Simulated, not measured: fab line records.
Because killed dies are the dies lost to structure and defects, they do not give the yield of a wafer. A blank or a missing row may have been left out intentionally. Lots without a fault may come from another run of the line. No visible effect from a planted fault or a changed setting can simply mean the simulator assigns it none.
Which tool was responsible?    flow sky130    13 lots with 39 wafers sampled at 5 steps, on a route of 708 steps

== WHAT THE GAUGES READ, wafer by wafer ==
SKY_FIELD_ISO_BOW_MEAS_00. Usual: for INCOMING_BOW the level is 0 um and the standard deviation is 6.6.
lot   measured     on            INCOMING_BOW (um)  flag
L318  day 1 15:00  filmMetro-03  11 5 -1            
L319  day 1 20:01  filmMetro-04  3 7 -4             
L320  day 2 01:00  filmMetro-01  -2 0 -5            
L321  day 2 06:04  filmMetro-01  3 -7 -5            
L322  day 2 11:00  filmMetro-03  -7 11 -16          
L326  day 3 07:02  filmMetro-03  10 -12 -2          
L327  day 3 12:00  filmMetro-04  -9 5 10            
L329  day 3 22:02  filmMetro-04  5 4 7              
L331  day 4 08:00  filmMetro-04  -5 -3 -2           
L336  day 5 09:01  filmMetro-03  7 2 9              
L337  day 5 14:04  filmMetro-04  12 -6 5            
L338  day 5 19:00  filmMetro-03  2 -3 -1            
L340  day 6 05:02  filmMetro-01  0 -8 2             

SKY_NWELL_RS_MEAS_29: measurement is done with a four-point probe. Usual: for NWELL_RS the level is 624.9 ohm/sq and the standard deviation is 1.5.
lot   measured      on            NWELL_RS (ohm/sq)                    flag
L318  day 5 15:29   filmMetro-04  627.0 626.1 625.5                    
L319  day 5 19:00   filmMetro-01  624.2 621.5 622.2                    
L320  day 6 02:26   filmMetro-01  625.5 625.8 627.9                    
L321  day 6 09:17   filmMetro-01  624.4 622.6 626.1                    
L322  day 6 16:34   filmMetro-02  626.1 625.7 626.2                    
L326  day 7 16:10   filmMetro-01  625.5 624.1 624.5                    
L327  day 7 19:38   filmMetro-04  625.4 624.3 625.3                    
L329  day 8 06:26   filmMetro-04  625.1 624.6 624.3                    
L331  day 8 18:20   filmMetro-04  626.2 623.6 626.1                    
L336  day 10 04:06  filmMetro-02  641.4 641.4 642.2 641.1 641.0 642.6  OFF
L337  day 10 09:19  filmMetro-02  639.4 640.5 640.9 639.4 640.3 640.1  OFF
L338  day 10 17:01  filmMetro-01  642.8 644.2 642.4 643.6 641.6 642.5  OFF
L340  day 11 05:50  filmMetro-04  626.2 624.0 625.3                    

SKY_VT_ADJUST_NCORE_CD_MEAS_07 targets a cd of 380 nm. Usual: 379.4 nm for cdNm, sd 2.2.
lot   measured      on        cdNm (nm)          flag
L318  day 8 21:21   cdSem-02  379.5 379.5 378.7  
L319  day 9 04:12   cdSem-01  382.8 380.3 381.3  
L320  day 9 10:51   cdSem-01  380.2 378.1 378.8  
L321  day 9 17:19   cdSem-01  378.2 380.0 378.2  
L322  day 10 04:14  cdSem-02  381.4 377.6 382.4  
L326  day 11 06:11  cdSem-01  378.3 381.4 380.3  
L327  day 11 09:53  cdSem-01  377.9 377.0 378.6  
L329  day 11 23:20  cdSem-01  382.7 382.3 381.1  
L331  day 12 12:39  cdSem-01  379.7 379.8 384.4  
L336  day 14 01:22  cdSem-01  381.1 380.6 380.6  
L337  day 14 08:47  cdSem-02  375.0 375.6 374.2  
L338  day 14 14:54  cdSem-02  377.4 378.6 378.0  
L340  day 15 05:49  cdSem-01  378.5 376.7 378.8  

SKY_VT_ADJUST_NCORE_TW_MEAS_11. Usual: for VT_ADJUST_NCORE_TW the level is 219.3 and the standard deviation is 1.8.
lot   measured      on            VT_ADJUST_NCORE_TW  flag
L318  day 8 21:45   filmMetro-04  218.7 219.2 219.6   
L319  day 9 04:36   filmMetro-01  215.8 215.4 216.1   
L320  day 9 11:15   filmMetro-04  219.8 219.2 220.5   
L321  day 9 17:41   filmMetro-03  219.8 220.0 220.1   
L322  day 10 04:38  filmMetro-01  214.7 216.0 215.1   
L326  day 11 06:34  filmMetro-04  220.0 219.4 219.8   
L327  day 11 10:17  filmMetro-03  219.1 220.3 219.5   
L329  day 11 23:43  filmMetro-04  220.4 220.7 220.4   
L331  day 12 13:04  filmMetro-04  220.8 220.6 218.9   
L336  day 14 01:46  filmMetro-04  221.3 221.7 220.4   
L337  day 14 09:10  filmMetro-01  217.0 218.7 216.9   
L338  day 14 15:19  filmMetro-03  218.9 219.5 220.4   
L340  day 15 06:13  filmMetro-04  221.4 221.5 221.6   

== WHICH TOOL RAN EACH LOT (tool, then ch and the chambers of the sampled wafers, then the start) ==
lot   SKY_NWELL_IMPLANT_13
L318  implanter-01 ch 0, day 4 20:46
L319  implanter-01 ch 0, day 5 00:16
L320  implanter-01 ch 0, day 5 07:08
L321  implanter-04 ch 0, day 5 14:04
L322  implanter-04 ch 0, day 5 21:55
L326  implanter-01 ch 0, day 6 19:31
L327  implanter-04 ch 0, day 6 23:08
L329  implanter-01 ch 0, day 7 09:11
L331  implanter-04 ch 0, day 7 21:01
L336  implanter-04 ch 0, day 9 06:34
L337  implanter-04 ch 0, day 9 10:46
L338  implanter-04 ch 0, day 9 17:25
L340  implanter-01 ch 0, day 10 07:08
- SKY_NWELL_IMPLANT_13

== WHAT THE TOOLS THEMSELVES READ (means of the sampled wafers that have a number; where no wafer has one, the mark that the record gives instead) ==
SKY_NWELL_IMPLANT_13. Usual: doseIonsCm2 7e+11, standard deviation 7.4e+08; faradayCurrentUA 3.94, standard deviation 0.08.
lot   tool          doseIonsCm2  faradayCurrentUA  flag
L318  implanter-01  7e+11        3.99              
L319  implanter-01  7e+11        3.97              
L320  implanter-01  7e+11        3.93              
L321  implanter-04  7e+11        3.85              
L322  implanter-04  7e+11        3.93              
L326  implanter-01  7e+11        3.96              
L327  implanter-04  7e+11        3.97              
L329  implanter-01  7e+11        3.98              
L331  implanter-04  7e+11        4.02              
L336  implanter-04  2e+11        1.25              OFF
L337  implanter-04  2e+11        1.23              OFF
L338  implanter-04  2e+11        1.26              OFF
L340  implanter-01  7e+11        3.91              

== THE ANSWER, worked out from the rows above alone ==
Rule: lot off if the mean of its wafers having a number is beyond 3 standard deviations from the usual mean. A lot without any number at a reading at which 4 lots or more have one is off too. Where the step has rows for the other lots, those lots are counted as sound. The gauges are gone through in route order, then the tools' own readings, and for those a lot's mean is taken as printed above. At the first step where some lot is off, the reading lying furthest off is the one used; lots without a number count as furthest.
Off: L336, L337, L338, seen at SKY_NWELL_RS_MEAS_29 (NWELL_RS).
If a tool, at a process step before that reading, ran all the lots that are off and no sound lot after the first of them, it fits. The gauges at SKY_NWELL_RS_MEAS_29 aren't tried: what is off there is off at SKY_NWELL_IMPLANT_13 too, on other tools, and a gauge's error can't cause that. One candidate fits, namely implanter-04 at SKY_NWELL_IMPLANT_13. Its last sound lot is L331 (day 7 21:01), its first lot that is off L336 (day 9 06:34): a fault that began between those two fits.
The tool's own readings at SKY_NWELL_IMPLANT_13 bear it out: on the lots that are off they differ by more than 5 times the standard deviation of the sound lots' means. doseIonsCm2 reads 2e+11 there against 7e+11 on the sound lots; faradayCurrentUA reads 1.25 there against 3.95 on the sound lots.

== WHAT WAS PUT IN BY THE SIMULATOR ==
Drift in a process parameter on implanter-04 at SKY_NWELL_IMPLANT_13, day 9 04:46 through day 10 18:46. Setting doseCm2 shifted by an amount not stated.
Struck lots among those shown: L336, L337, L338. Same finding as the rule above.
